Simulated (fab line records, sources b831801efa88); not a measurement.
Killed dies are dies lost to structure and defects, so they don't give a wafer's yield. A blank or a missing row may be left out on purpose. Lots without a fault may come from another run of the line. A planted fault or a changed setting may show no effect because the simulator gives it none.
fab line records | flow gf180mcu
record lots=5 wafers=15 last_day=34
route steps=602 shown NSD@262 PSD@263 SAB@264 SALICIDE@278 CONTACT@287
lots that met no fault: from a run of the same line without faults
start_h: hours from the record's first day to the start of the lot's first wafer shown | wait_h: hours since the lot's step before | " the same as in the row above | L1.1+2: a row that stands for several wafers | - no value, or no start given | * or withheld: withheld | < > ~ a bound
route shown NAME@n: a module of which the file shows steps, and the number in the route of the first | usual: mean/standard deviation of fault-free wafers | same: alike in all rows | chamber/n: place in a boat | sites: the reading at each site | _std_site: their standard deviation | _edge_site: outer sites' mean less inner sites' | radius_mm: how far each site lies from the wafer's centre | mask NAME#n: copy n | behind: the tool/chamber that last shaped the wafer | hold: why the lot was held/for how many hours/how that ended | device: the transistor (n, p or np) that didn't switch | end of line: the same wafers' tests at the end of the route | a step without rows: its recipe alone | killed: dies lost to structure and defects at the first sort, not the wafer's yield | map: a wafer's dies, x killed, . not, _ none there
set.NAME: the setting as run; set.NAME@STEP: as run at that earlier step | model.NAME: the simulator's own value behind a step, which no gauge read
lots at some steps of the route; a table a step, a row a wafer
services: from which hour (start_h, from the record's first day; less than 0 if before it) a tool's chamber was out of use, for how many hours, and why
## steps
# step GF_PSD_RS_MEAS_14
# recipe thk_meas_gauge=four-point-probe
# usual NSD_RS=46.15/0.086
# columns lot.wafer tool chamber start_h wait_h NSD_RS[ohm/sq]
L076.1 film_metro-02 - 340.37 0.1 46.12
L076.2 " - " " 46.09
L076.4 " - " " 46.12
L079.2 film_metro-02 - 364.30 0.1 45.96
L079.5 " - " " 46.02
L079.6 " - " " 46.04
L081.3 film_metro-04 - 378.56 0.1 46.31
L081.4 " - " " 46.12
L081.5 " - " " 46.18
L093.1 film_metro-02 - 480.12 0.1 46.08
L093.2 " - " " 46.13
L093.6 " - " " 46.11
L096.1 film_metro-01 - 505.68 0.1 46.02
L096.4 " - " " 46.17
L096.6 " - " " 46.25
# step GF_PSD_RS_MEAS_15
# recipe thk_meas_gauge=four-point-probe
# usual PSD_RS=108.60/0.29
# columns lot.wafer tool chamber start_h wait_h PSD_RS[ohm/sq]
L076.1 film_metro-02 - 340.49 0.1 108.97
L076.2 " - " " 108.67
L076.4 " - " " 108.53
L079.2 film_metro-02 - 364.42 0.1 107.99
L079.5 " - " " 107.98
L079.6 " - " " 108.17
L081.3 film_metro-04 - 378.68 0.1 108.83
L081.4 " - " " 108.47
L081.5 " - " " 108.51
L093.1 film_metro-02 - 480.24 0.1 108.04
L093.2 " - " " 108.41
L093.6 " - " " 108.44
L096.1 film_metro-01 - 505.80 0.1 108.56
L096.4 " - " " 108.45
L096.6 " - " " 108.89
# step GF_SAB_CVD_00
# recipe material=SiO2 target_thk_nm=50 precursor=TEOS temp_c=400 time_s=4.9302 rf_w=600
# usual heater_power_w=677/92
# columns lot.wafer tool chamber start_h wait_h heater_power_w since_wet_clean_h
L076.1 pecvd-02 1 340.61 0.1 714 805
L076.2 " 0 " " 658 805
L076.4 " 2 " " 688 -
L079.2 pecvd-03 1 364.52 0.1 508 398
L079.5 " 2 " " 676 -
L079.6 " 0 " " 811 -
L081.3 pecvd-03 2 378.76 0.1 644 412
L081.4 " 1 " " 563 -
L081.5 " 0 " " 783 -
L093.1 pecvd-03 0 480.36 0.1 751 514
L093.2 " 1 " " 570 514
L093.6 " 2 " " 564 -
L096.1 pecvd-01 0 505.92 0.1 593 748
L096.4 " 2 " " 670 -
L096.6 " 0 " " 592 -
# step GF_SAB_THK_MEAS_01
# recipe reads=SiO2_of_SAB_CVD_00
# usual SAB_CVD_00_THK=50.2/0.71
# columns lot.wafer tool chamber start_h wait_h SAB_CVD_00_THK[nm]
L076.1 film_metro-03 - 340.63 0.0 51.0
L076.2 " - " " 49.9
L076.4 " - " " 50.6
L079.2 film_metro-01 - 364.55 0.0 50.2
L079.5 " - " " 50.3
L079.6 " - " " 49.7
L081.3 film_metro-02 - 378.80 0.0 50.0
L081.4 " - " " 50.8
L081.5 " - " " 50.8
L093.1 film_metro-03 - 480.38 0.0 49.0
L093.2 " - " " 50.2
L093.6 " - " " 49.8
L096.1 film_metro-02 - 505.93 0.0 48.4
L096.4 " - " " 50.6
L096.6 " - " " 49.9
# step GF_SAB_DEHYDRATE_02
# recipe temp_c=200 time_s=60
# columns lot.wafer tool chamber start_h wait_h
L076.1+2+4 litho_track-02 0 350.34 9.7
L079.2+5+6 litho_track-04 0 375.10 10.5
L081.3+4+5 litho_track-04 0 389.77 11.0
L093.1+2+6 litho_track-01 0 491.95 11.6
L096.1+4+6 litho_track-02 0 516.98 11.0
# step GF_SAB_HMDS_03
# recipe prime_time_s=60 prime_temp_c=120
# columns lot.wafer tool chamber start_h wait_h
L076.1+2+4 litho_track-02 0 350.49 0.1
L079.2+5+6 litho_track-04 0 375.25 0.1
L081.3+4+5 litho_track-04 0 389.92 0.1
L093.1+2+6 litho_track-01 0 492.10 0.1
L096.1+4+6 litho_track-02 0 517.13 0.1
# step GF_SAB_COAT_04
# recipe resist=NOVOLAK spin_rpm=3000 resist_thk_nm=1000
# columns lot.wafer tool chamber start_h wait_h
L076.1+2+4 litho_track-02 0 350.64 0.1
L079.2+5+6 litho_track-04 0 375.40 0.1
L081.3+4+5 litho_track-04 0 390.07 0.1
L093.1+2+6 litho_track-01 0 492.25 0.1
L096.1+4+6 litho_track-02 0 517.28 0.1
# step GF_SAB_SOFTBAKE_05
# recipe temp_c=90 time_s=60 resist=NOVOLAK
# columns lot.wafer tool chamber start_h wait_h
L076.1+2+4 litho_track-02 0 350.79 0.1
L079.2+5+6 litho_track-04 0 375.55 0.1
L081.3+4+5 litho_track-04 0 390.22 0.1
L093.1+2+6 litho_track-01 0 492.40 0.1
L096.1+4+6 litho_track-02 0 517.43 0.1
# step GF_SAB_EXPOSE_06
# recipe mask_id=SAB target_cd_nm=420 na=0.6 source_shape=conventional sigma_outer=0.6 dose_mj=140
# usual exposure_dose_mJ_cm2=139.92/0.14
# columns lot.wafer tool chamber start_h wait_h mask exposure_dose_mJ_cm2
L076.1 iline_stepper-01 0 - - SAB#0 140.11
L076.2 " 0 " " SAB#0 140.02
L076.4 " 0 " " SAB#0 140.15
L079.2 iline_stepper-02 0 - - SAB#0 139.98
L079.5 " 0 " " SAB#0 140.15
L079.6 " 0 " " SAB#0 140.21
L081.3 iline_stepper-02 0 - - SAB#0 140.06
L081.4 " 0 " " SAB#0 139.84
L081.5 " 0 " " SAB#0 139.92
L093.1 iline_stepper-02 0 - - SAB#0 140.08
L093.2 " 0 " " SAB#0 139.90
L093.6 " 0 " " SAB#0 139.92
L096.1 iline_stepper-01 0 - - SAB#0 139.73
L096.4 " 0 " " SAB#0 140.02
L096.6 " 0 " " SAB#0 140.00
# step GF_SAB_PEB_07
# recipe temp_c=withheld time_s=* resist=NOVOLAK
# columns lot.wafer tool chamber start_h wait_h
L076.1+2+4 litho_track-04 0 - -
L079.2+5+6 litho_track-04 0 - -
L081.3+4+5 litho_track-01 0 - -
L093.1+2+6 litho_track-01 0 - -
L096.1+4+6 litho_track-04 0 - -
# step GF_SAB_DEVELOP_08
# recipe develop_time_s=60 dev_temp_c=23
# columns lot.wafer tool chamber start_h wait_h
L076.1+2+4 litho_track-04 0 361.87 0.1
L079.2+5+6 litho_track-04 0 387.15 0.1
L081.3+4+5 litho_track-01 0 400.85 0.1
L093.1+2+6 litho_track-01 0 503.45 0.1
L096.1+4+6 litho_track-04 0 528.52 0.1
# step GF_SAB_CD_MEAS_09
# recipe target_cd_nm=420
# usual cd_nm=419.9/2
# columns lot.wafer tool chamber start_h wait_h cd_nm
L076.1 cd_sem-02 - 362.02 0.1 419.5
L076.2 " - " " 417.9
L076.4 " - " " 418.9
L079.2 cd_sem-02 - 387.29 0.1 419.6
L079.5 " - " " 419.1
L079.6 " - " " 421.6
L081.3 cd_sem-02 - 400.99 0.1 415.5
L081.4 " - " " 417.1
L081.5 " - " " 417.9
L093.1 cd_sem-02 - 503.60 0.1 419.8
L093.2 " - " " 422.1
L093.6 " - " " 419.4
L096.1 cd_sem-02 - 528.67 0.1 419.0
L096.4 " - " " 420.3
L096.6 " - " " 420.1
# step GF_SAB_OVL_MEAS_10
# usual SAB_OVL=0.7/1.2
# columns lot.wafer tool chamber start_h wait_h SAB_OVL[nm]
L076.1 overlay-01 - 362.14 0.1 0.0
L076.2 " - " " -1.2
L076.4 " - " " -0.1
L079.2 overlay-02 - 387.40 0.1 -0.5
L079.5 " - " " 1.7
L079.6 " - " " -0.5
L081.3 overlay-02 - 401.09 0.1 0.7
L081.4 " - " " 1.5
L081.5 " - " " 2.1
L093.1 overlay-02 - 503.72 0.1 0.0
L093.2 " - " " 0.4
L093.6 " - " " 1.1
L096.1 overlay-01 - 528.79 0.1 0.4
L096.4 " - " " 0.5
L096.6 " - " " 1.0
# step GF_SAB_ETCH_11
# recipe chemistry=C4F8/O2/Ar mask_material=NOVOLAK target=SiO2 target_depth_nm=55 source_w=1500 bias_w=1200 pressure_mtorr=40 c4f8_flow_sccm=withheld O2_flow_sccm=6 Ar_flow_sccm=300 time_s=8.5
# usual oes_product_au=1.000/0.014
# columns lot.wafer tool chamber start_h wait_h oes_product_au rf_hours_counter_h
L076.1 rie_diel-04 1 362.18 0.0 0.987 6
L076.2 " 3 " " 0.978 104
L076.4 " 2 " " 0.989 3
L079.2 rie_diel-03 3 387.43 0.0 1.011 15
L079.5 " 3 " " 1.012 -
L079.6 " 0 " " 1.008 -
L081.3 rie_diel-01 0 401.11 0.0 0.995 1
L081.4 " 3 " " 1.001 16
L081.5 " 2 " " 0.991 -
L093.1 rie_diel-03 0 503.76 0.0 1.004 54
L093.2 " 2 " " 1.004 68
L093.6 " 2 " " 0.998 -
L096.1 rie_diel-03 1 528.83 0.0 1.001 22
L096.4 " 2 " " 1.009 68
L096.6 " 2 " " 1.000 -
# step GF_SAB_WET_ETCH_12
# recipe chemistry=dHF target_depth_nm=22 dry=n2_spin target=SiO2 temp_c=25 dilution=100:1 time_s=440
# columns lot.wafer tool chamber start_h wait_h
L076.1+2+4 wet_bench-01 2 362.20 0.0
L079.2+5+6 wet_bench-04 1 387.45 0.0
L081.3+4+5 wet_bench-04 2 401.13 0.0
L093.1+2+6 wet_bench-03 3 503.78 0.0
L096.1+4+6 wet_bench-04 3 528.85 0.0
# step GF_SAB_STRIP_13
# recipe chemistry=O2/N2 power_w=1400 pressure_mtorr=1500 platen_temp_c=250 o2_flow_sccm=3000 n2_flow_sccm=300 overash_fraction=0.5
# usual drypump_motor_current_A=5.70/0.22 heater_power_w=328/44 oes_product_au=0.710/0.0044 strip_time_to_endpoint_s=12.61/0.047
# columns lot.wafer tool chamber start_h wait_h drypump_motor_current_A heater_power_w oes_product_au rf_hours_counter_h strip_time_to_endpoint_s
L076.1 plasma_asher-02 1 362.34 0.0 5.72 320 0.707 73 12.56
L076.2 " 0 " " 5.81 413 0.712 73 12.60
L076.4 " 0 " " 5.82 409 0.710 - 12.55
L079.2 plasma_asher-03 0 387.58 0.0 5.55 328 0.708 73 12.59
L079.5 " 0 " " 5.56 320 0.709 - 12.58
L079.6 " 1 " " 5.66 280 0.712 - 12.57
L081.3 plasma_asher-03 0 401.29 0.0 5.51 324 0.707 - 12.54
L081.4 " 1 " " 5.64 282 0.716 - 12.59
L081.5 " 1 " " 5.64 286 0.713 - 12.59
L093.1 plasma_asher-03 0 503.91 0.0 5.51 320 0.711 87 12.62
L093.2 " 1 " " 5.67 287 0.707 87 12.59
L093.6 " 1 " " 5.62 280 0.711 - 12.58
L096.1 plasma_asher-02 0 528.99 0.0 5.81 405 0.712 6 12.52
L096.4 " 1 " " 5.74 329 0.714 - 12.51
L096.6 " 0 " " 5.85 402 0.706 - 12.55
# step GF_SALICIDE_CLEAN_00
# recipe chemistry=SC1/SC2 mix=1:4:20 temp_c=70 time_s=150
# columns lot.wafer tool chamber start_h wait_h
L076.1+2+4 wet_bench-04 2 362.44 0.1
L079.2+5+6 wet_bench-01 2 387.68 0.1
L081.3+4+5 wet_bench-02 3 401.36 0.0
L093.1+2+6 wet_bench-04 0 504.01 0.1
L096.1+4+6 wet_bench-04 1 529.09 0.1
# step GF_SALICIDE_WET_ETCH_01
# recipe chemistry=dHF target_depth_nm=5 dry=ipa_marangoni target=SiO2 temp_c=25 dilution=100:1 time_s=100
# columns lot.wafer tool chamber start_h wait_h
L076.1+2+4 wet_bench-02 2 362.49 0.0
L079.2+5+6 wet_bench-02 3 387.74 0.0
L081.3+4+5 wet_bench-01 3 401.41 0.0
L093.1+2+6 wet_bench-01 3 504.06 0.0
L096.1+4+6 wet_bench-02 3 529.15 0.0
# step GF_SALICIDE_SPUTTER_02
# recipe material=Co target_thk_nm=10 power_w=1000 time_s=20 chamber_pressure_pa=0.4
# usual chamber_pressure_pa=0.4000/0.00076 throttle_valve_pct=30.3/1.2
# columns lot.wafer tool chamber start_h wait_h chamber_pressure_pa throttle_valve_pct
L076.1 pvd_sputter-04 - 362.53 0.0 0.3996 29.0
L076.2 " - " " 0.3994 30.6
L076.4 " - " " 0.4006 29.9
L079.2 pvd_sputter-04 - 387.77 0.0 0.4014 29.1
L079.5 " - " " 0.3998 30.0
L079.6 " - " " 0.4003 28.8
L081.3 pvd_sputter-04 - 401.45 0.0 0.4006 30.0
L081.4 " - " " 0.4009 30.7
L081.5 " - " " 0.3999 29.8
L093.1 pvd_sputter-02 - 504.10 0.0 0.3996 30.1
L093.2 " - " " 0.4001 31.1
L093.6 " - " " 0.4002 30.2
L096.1 pvd_sputter-04 - 529.18 0.0 0.3998 32.6
L096.4 " - " " 0.4006 28.9
L096.6 " - " " 0.3997 32.6
# step GF_SALICIDE_SPUTTER_03
# recipe material=TiN target_thk_nm=20 power_w=6500 time_s=16.7 chamber_pressure_pa=0.4
# usual chamber_pressure_pa=0.4001/0.001 throttle_valve_pct=30.3/1.2
# columns lot.wafer tool chamber start_h wait_h chamber_pressure_pa throttle_valve_pct
L076.1 pvd_sputter-04 - 362.56 0.0 0.3995 28.7
L076.2 " - " " 0.4000 30.5
L076.4 " - " " 0.4003 30.0
L079.2 pvd_sputter-04 - 387.80 0.0 0.3992 29.0
L079.5 " - " " 0.4000 29.8
L079.6 " - " " 0.3989 28.8
L081.3 pvd_sputter-04 - 401.47 0.0 0.4003 29.7
L081.4 " - " " 0.4007 30.5
L081.5 " - " " 0.3993 30.1
L093.1 pvd_sputter-02 - 504.13 0.0 0.4001 30.1
L093.2 " - " " 0.3999 30.9
L093.6 " - " " 0.3998 30.2
L096.1 pvd_sputter-04 - 529.21 0.0 0.3993 32.6
L096.4 " - " " 0.4018 29.1
L096.6 " - " " 0.3996 32.6
# step GF_SALICIDE_RS_MEAS_04
# recipe thk_meas_gauge=four-point-probe reads=TiN_of_SALICIDE_SPUTTER_03+Co_of_SALICIDE_SPUTTER_02
# usual SALICIDE_TIN_RS=16.5/0.36
# columns lot.wafer tool chamber start_h wait_h SALICIDE_TIN_RS[ohm/sq]
L076.1 film_metro-02 - 362.58 0.0 16.6
L076.2 " - " " 15.8
L076.4 " - " " 16.2
L079.2 film_metro-02 - 387.85 0.0 16.1
L079.5 " - " " 16.1
L079.6 " - " " 16.5
L081.3 film_metro-04 - 401.54 0.1 16.6
L081.4 " - " " 16.1
L081.5 " - " " 16.5
L093.1 film_metro-04 - 504.15 0.0 16.5
L093.2 " - " " 17.2
L093.6 " - " " 16.2
L096.1 film_metro-02 - 529.23 0.0 16.3
L096.4 " - " " 16.9
L096.6 " - " " 16.6
# step GF_SALICIDE_THK_MEAS_05
# recipe thk_meas_gauge=xrf reads=TiN_of_SALICIDE_SPUTTER_03
# usual SALICIDE_TIN_THK=20.1/0.34
# columns lot.wafer tool chamber start_h wait_h SALICIDE_TIN_THK[nm]
L076.1 film_metro-02 - 362.70 0.1 20.1
L076.2 " - " " 20.8
L076.4 " - " " 19.9
L079.2 film_metro-02 - 387.96 0.1 20.3
L079.5 " - " " 19.9
L079.6 " - " " 20.2
L081.3 film_metro-04 - 401.64 0.1 20.0
L081.4 " - " " 20.7
L081.5 " - " " 20.3
L093.1 film_metro-04 - 504.27 0.1 20.2
L093.2 " - " " 20.2
L093.6 " - " " 20.0
L096.1 film_metro-02 - 529.35 0.1 19.9
L096.4 " - " " 19.5
L096.6 " - " " 20.0
# step GF_SALICIDE_RTA_06
# recipe temp_c=530 time_s=30 ambient=N2
# usual anneal_temp_c_max=532.4/0.63 chamber_o2_ppm=2.002/0.022 lamp_power_pct=6.2/0.37 wafer_temp_C_max=532.9/0.82
# columns lot.wafer tool chamber start_h wait_h anneal_temp_c_max chamber_o2_ppm lamp_power_pct wafer_temp_C_max
L076.1 rtp_anneal-02 0 362.76 0.1 531.4 2.029 6.6 534.2
L076.2 " 0 " " 531.7 2.021 6.6 533.1
L076.4 " 0 " " 531.7 2.033 6.6 534.7
L079.2 rtp_anneal-01 0 388.02 0.1 533.0 2.002 5.9 531.6
L079.5 " 0 " " 532.7 2.011 5.9 532.0
L079.6 " 0 " " 533.9 2.010 5.9 532.4
L081.3 rtp_anneal-02 0 401.71 0.1 532.2 2.008 6.6 533.7
L081.4 " 0 " " 532.9 1.972 6.6 532.6
L081.5 " 0 " " 532.7 1.990 6.6 533.0
L093.1 rtp_anneal-02 0 504.33 0.1 531.6 2.012 6.6 533.5
L093.2 " 0 " " 532.3 2.019 6.6 534.1
L093.6 " 0 " " 531.6 1.991 6.6 533.4
L096.1 rtp_anneal-02 0 529.41 0.1 532.4 1.967 6.6 534.4
L096.4 " 0 " " 532.2 1.985 6.6 534.0
L096.6 " 0 " " 532.0 1.990 6.6 532.5
# step GF_SALICIDE_WET_ETCH_07
# recipe chemistry=SPM target_depth_nm=120 dry=n2_spin
# columns lot.wafer tool chamber start_h wait_h
L076.1+2+4 wet_bench-04 1 362.86 0.1
L079.2+5+6 wet_bench-04 0 388.11 0.1
L081.3+4+5 wet_bench-04 2 401.78 0.1
L093.1+2+6 wet_bench-04 1 504.43 0.1
L096.1+4+6 wet_bench-01 0 529.51 0.1
# step GF_SALICIDE_RTA_08
# recipe temp_c=800 time_s=30 ambient=N2
# usual anneal_temp_c_max=803.6/1 chamber_o2_ppm=1.999/0.025 lamp_power_pct=17.4/1 wafer_temp_C_max=804.5/1.3
# columns lot.wafer tool chamber start_h wait_h anneal_temp_c_max chamber_o2_ppm lamp_power_pct wafer_temp_C_max
L076.1 rtp_anneal-01 0 362.96 0.0 804.1 2.043 16.3 803.1
L076.2 " 0 " " 803.9 2.021 16.3 803.0
L076.4 " 0 " " 805.1 2.012 16.3 803.7
L079.2 rtp_anneal-02 0 388.21 0.0 802.1 2.020 18.4 804.0
L079.5 " 0 " " 802.9 1.994 18.4 805.8
L079.6 " 0 " " 803.1 2.007 18.4 804.5
L081.3 rtp_anneal-01 0 401.91 0.0 804.8 2.012 16.3 803.1
L081.4 " 0 " " 804.4 2.003 16.3 803.3
L081.5 " 0 " " 804.5 2.012 16.3 803.1
L093.1 rtp_anneal-01 0 504.53 0.0 805.7 2.010 16.3 804.1
L093.2 " 0 " " 804.2 1.971 16.3 803.5
L093.6 " 0 " " 803.9 2.000 16.3 803.3
L096.1 rtp_anneal-01 0 529.61 0.0 803.3 2.005 16.3 802.8
L096.4 " 0 " " 803.6 1.971 16.3 804.2
L096.6 " 0 " " 806.0 1.992 16.3 804.2
# step GF_CONTACT_CVD_00
# recipe material=SiO2 target_thk_nm=300 sigma_open_frac=0.3 temp_c=400 time_s=50 sih4_flow_sccm=60 pressure_mtorr=6
# usual sih4_flow_sccm=60.00/0.18
# columns lot.wafer tool chamber start_h wait_h sih4_flow_sccm
L076.1 hdpcvd-01 0 363.06 0.1 59.80
L076.2 " 1 " " 59.77
L076.4 " 1 " " 59.91
L079.2 hdpcvd-01 1 388.30 0.1 59.67
L079.5 " 1 " " 59.50
L079.6 " 0 " " 60.37
L081.3 hdpcvd-01 2 401.97 0.1 60.15
L081.4 " 1 " " 60.06
L081.5 " 2 " " 60.18
L093.1 hdpcvd-02 0 504.63 0.1 60.05
L093.2 " 1 " " 59.99
L093.6 " 1 " " 60.05
L096.1 hdpcvd-01 2 529.71 0.1 59.97
L096.4 " 0 " " 60.12
L096.6 " 2 " " 59.98
# step GF_CONTACT_THK_MEAS_01
# recipe reads=SiO2_of_CONTACT_CVD_00
# usual CONTACT_CVD_00_THK=300/4.2
# columns lot.wafer tool chamber start_h wait_h CONTACT_CVD_00_THK[nm]
L076.1 film_metro-03 - 363.10 0.0 299
L076.2 " - " " 295
L076.4 " - " " 294
L079.2 film_metro-04 - 388.35 0.0 294
L079.5 " - " " 290
L079.6 " - " " 294
L081.3 film_metro-03 - 402.04 0.0 302
L081.4 " - " " 299
L081.5 " - " " 298
L093.1 film_metro-04 - 504.68 0.0 303
L093.2 " - " " 297
L093.6 " - " " 297
L096.1 film_metro-03 - 529.76 0.0 304
L096.4 " - " " 302
L096.6 " - " " 300
# step GF_CONTACT_CVD_02
# recipe material=SiO2 target_thk_nm=860 precursor=TEOS temp_c=400 time_s=95.992 rf_w=600
# usual heater_power_w=656/110
# columns lot.wafer tool chamber start_h wait_h heater_power_w since_wet_clean_h
L076.1 pecvd-04 0 363.16 0.1 562 189
L076.2 " 1 " " 770 189
L076.4 " 0 " " 438 -
L079.2 pecvd-03 0 388.40 0.0 811 422
L079.5 " 2 " " 613 -
L079.6 " 1 " " 465 -
L081.3 pecvd-04 1 402.08 0.0 626 227
L081.4 " 1 " " 695 -
L081.5 " 2 " " 552 -
L093.1 pecvd-03 1 504.74 0.1 474 538
L093.2 " 2 " " 570 538
L093.6 " 2 " " 654 -
L096.1 pecvd-03 1 529.82 0.1 541 563
L096.4 " 1 " " 561 -
L096.6 " 0 " " 862 -
# step GF_CONTACT_THK_MEAS_03
# recipe reads=SiO2_of_CONTACT_CVD_02
# usual CONTACT_CVD_02_THK=863/12
# columns lot.wafer tool chamber start_h wait_h CONTACT_CVD_02_THK[nm]
L076.1 film_metro-01 - 363.23 0.0 848
L076.2 " - " " 847
L076.4 " - " " 864
L079.2 film_metro-03 - 388.48 0.0 867
L079.5 " - " " 863
L079.6 " - " " 875
L081.3 film_metro-04 - 402.17 0.1 839
L081.4 " - " " 864
L081.5 " - " " 879
L093.1 film_metro-03 - 504.81 0.0 881
L093.2 " - " " 842
L093.6 " - " " 852
L096.1 film_metro-01 - 529.89 0.0 860
L096.4 " - " " 873
L096.6 " - " " 880
# step GF_CONTACT_CMP_04
# recipe material=SiO2 down_force_psi=4 platen_rpm=60 pad_velocity_m_s=0.94248
# usual motor_current_A=12.1/1.1 time_to_endpoint_s=110/7.2
# columns lot.wafer tool chamber start_h wait_h motor_current_A time_to_endpoint_s
L076.2 cmp-01 3 363.34 0.1 12.2 105
L076.1 " 0 " " 12.0 108
L076.4 " 1 " " 11.3 102
L079.2 cmp-01 2 388.53 0.0 11.1 110
L079.5 " 2 " " 11.2 106
L079.6 " 3 " " 11.5 116
L081.3 cmp-01 3 402.21 0.0 11.4 103
L081.4 " 2 " " 11.4 111
L081.5 " 0 " " 11.5 120
L093.2 cmp-02 1 504.92 0.1 15.4 109
L093.1 " 2 " " 11.4 127
L093.6 " 0 " " 13.0 106
L096.1 cmp-01 1 530.00 0.1 11.1 101
L096.4 " 2 " " 11.4 108
L096.6 " 0 " " 12.1 120
# step GF_CONTACT_BOW_MEAS_05
# recipe mode=bow
# usual CONTACT_BOW=66/6.6
# columns lot.wafer tool chamber start_h wait_h CONTACT_BOW[um]
L076.1 film_metro-03 - 363.62 0.2 63
L076.2 " - " " 71
L076.4 " - " " 62
L079.2 film_metro-04 - 388.85 0.3 54
L079.5 " - " " 74
L079.6 " - " " 74
L081.3 film_metro-03 - 402.55 0.3 66
L081.4 " - " " 62
L081.5 " - " " 59
L093.1 film_metro-04 - 505.17 0.1 63
L093.2 " - " " 71
L093.6 " - " " 75
L096.1 film_metro-04 - 530.25 0.2 72
L096.4 " - " " 77
L096.6 " - " " 67
# step GF_CONTACT_DEHYDRATE_06
# recipe temp_c=200 time_s=60
# columns lot.wafer tool chamber start_h wait_h
L076.1+2+4 litho_track-03 0 373.80 10.2
L079.2+5+6 litho_track-03 0 399.27 10.4
L081.3+4+5 litho_track-04 0 413.67 11.1
L093.1+2+6 litho_track-04 0 516.52 11.3
L096.1+4+6 litho_track-04 0 541.47 11.2
# step GF_CONTACT_HMDS_07
# recipe prime_time_s=60 prime_temp_c=120
# columns lot.wafer tool chamber start_h wait_h
L076.1+2+4 litho_track-03 0 373.95 0.1
L079.2+5+6 litho_track-03 0 399.42 0.1
L081.3+4+5 litho_track-04 0 413.82 0.1
L093.1+2+6 litho_track-04 0 516.67 0.1
L096.1+4+6 litho_track-04 0 541.62 0.1
# step GF_CONTACT_COAT_08
# recipe resist=BARC temp_c=withheld time_s=withheld spin_rpm=withheld resist_thk_nm=withheld
# columns lot.wafer tool chamber start_h wait_h
L076.1+2+4 litho_track-03 0 374.10 0.1
L079.2+5+6 litho_track-03 0 399.57 0.1
L081.3+4+5 litho_track-04 0 413.97 0.1
L093.1+2+6 litho_track-04 0 516.82 0.1
L096.1+4+6 litho_track-04 0 541.77 0.1
# step GF_CONTACT_COAT_09
# recipe resist=KrF spin_rpm=withheld resist_thk_nm=1000
# columns lot.wafer tool chamber start_h wait_h
L076.1+2+4 litho_track-03 0 - -
L079.2+5+6 litho_track-03 0 - -
L081.3+4+5 litho_track-04 0 - -
L093.1+2+6 litho_track-04 0 - -
L096.1+4+6 litho_track-04 0 - -
# step GF_CONTACT_SOFTBAKE_10
# recipe temp_c=130 time_s=60 resist=KrF
# columns lot.wafer tool chamber start_h wait_h
L076.1+2+4 litho_track-03 0 - -
L079.2+5+6 litho_track-03 0 - -
L081.3+4+5 litho_track-04 0 - -
L093.1+2+6 litho_track-04 0 - -
L096.1+4+6 litho_track-04 0 - -
# step GF_CONTACT_EXPOSE_11
# recipe mask_id=Contact target_cd_nm=220 na=0.68 source_shape=conventional sigma_outer=0.6 dose_mj=38
# usual exposure_dose_mJ_cm2=37.95/0.04
# columns lot.wafer tool chamber start_h wait_h mask exposure_dose_mJ_cm2
L076.1 krf_scanner-02 0 - - Contact#0 37.93
L076.2 " 0 " " Contact#0 37.97
L076.4 " 0 " " Contact#0 37.98
L079.2 krf_scanner-01 0 - - Contact#0 38.01
L079.5 " 0 " " Contact#0 38.00
L079.6 " 0 " " Contact#0 37.98
L081.3 krf_scanner-01 0 - - Contact#0 37.97
L081.4 " 0 " " Contact#0 37.99
L081.5 " 0 " " Contact#0 38.03
L093.1 krf_scanner-02 0 - - Contact#0 37.95
L093.2 " 0 " " Contact#0 37.94
L093.6 " 0 " " Contact#0 37.97
L096.1 krf_scanner-02 0 - - Contact#0 37.94
L096.4 " 0 " " Contact#0 37.96
L096.6 " 0 " " Contact#0 37.97
# step GF_CONTACT_PEB_12
# recipe peb_temp_c=135 peb_time_s=90 resist=KrF
# columns lot.wafer tool chamber start_h wait_h
L076.1+2+4 litho_track-02 0 - -
L079.2+5+6 litho_track-02 0 - -
L081.3+4+5 litho_track-02 0 - -
L093.1+2+6 litho_track-04 0 - -
L096.1+4+6 litho_track-04 0 - -
# step GF_CONTACT_DEVELOP_13
# recipe develop_time_s=60 resist=KrF dev_temp_c=21
# columns lot.wafer tool chamber start_h wait_h
L076.1+2+4 litho_track-02 0 385.64 0.2
L079.2+5+6 litho_track-02 0 412.01 0.2
L081.3+4+5 litho_track-02 0 426.24 0.1
L093.1+2+6 litho_track-04 0 528.22 0.2
L096.1+4+6 litho_track-04 0 552.52 0.2
# step GF_CONTACT_CD_MEAS_14
# recipe target_cd_nm=220
# usual cd_nm=220.2/1.3
# columns lot.wafer tool chamber start_h wait_h cd_nm
L076.1 cd_sem-01 - 385.79 0.1 220.9
L076.2 " - " " 218.7
L076.4 " - " " 218.9
L079.2 cd_sem-02 - 412.16 0.1 218.8
L079.5 " - " " 219.2
L079.6 " - " " 219.2
L081.3 cd_sem-01 - 426.38 0.1 220.8
L081.4 " - " " 220.3
L081.5 " - " " 219.8
L093.1 cd_sem-01 - 528.37 0.1 219.2
L093.2 " - " " 218.4
L093.6 " - " " 219.2
L096.1 cd_sem-01 - 552.67 0.1 222.1
L096.4 " - " " 222.3
L096.6 " - " " 222.8
# step GF_CONTACT_OVL_MEAS_15
# usual CONTACT_OVL=0/7
# columns lot.wafer tool chamber start_h wait_h CONTACT_OVL[nm]
L076.1 overlay-01 - 385.91 0.1 12
L076.2 " - " " 1
L076.4 " - " " 8
L079.2 overlay-01 - 412.26 0.1 -16
L079.5 " - " " -2
L079.6 " - " " -8
L081.3 overlay-01 - 426.47 0.1 4
L081.4 " - " " -5
L081.5 " - " " 1
L093.1 overlay-02 - 528.49 0.1 -3
L093.2 " - " " -11
L093.6 " - " " -2
L096.1 overlay-01 - 552.79 0.1 -2
L096.4 " - " " 11
L096.6 " - " " -2
## services
# columns tool chamber start_h hours kind
krf_scanner-02 - 320.80 0.8 pm
rie_diel-03 3 332.11 2.9 repair
pecvd-03 - 336.82 0.8 pm
rtp_anneal-01 - 343.50 1.0 pm
pecvd-03 - 343.99 6.0 pm
cmp-01 - 352.83 0.5 repair
hdpcvd-01 - 377.51 0.7 repair
cmp-01 - 396.90 5.1 repair
pecvd-03 - 399.42 2.8 pm
cmp-01 - 404.00 4.0 pm
hdpcvd-01 0 405.56 1.9 repair
wet_bench-04 - 433.58 7.0 repair
hdpcvd-01 1 436.25 10.3 repair
hdpcvd-01 - 467.09 2.8 pm
wet_bench-02 - 479.18 1.9 pm
cmp-01 - 480.30 3.4 repair
pecvd-03 - 495.25 0.6 repair
cmp-01 - 496.20 2.6 repair
wet_bench-02 - 501.38 4.4 repair
cmp-01 - 501.42 0.2 repair
hdpcvd-01 0 521.94 6.5 repair
pecvd-03 2 530.71 6.1 repair
hdpcvd-01 - 540.02 0.8 repair
pvd_sputter-04 - 541.57 3.5 repair
## key
fault none
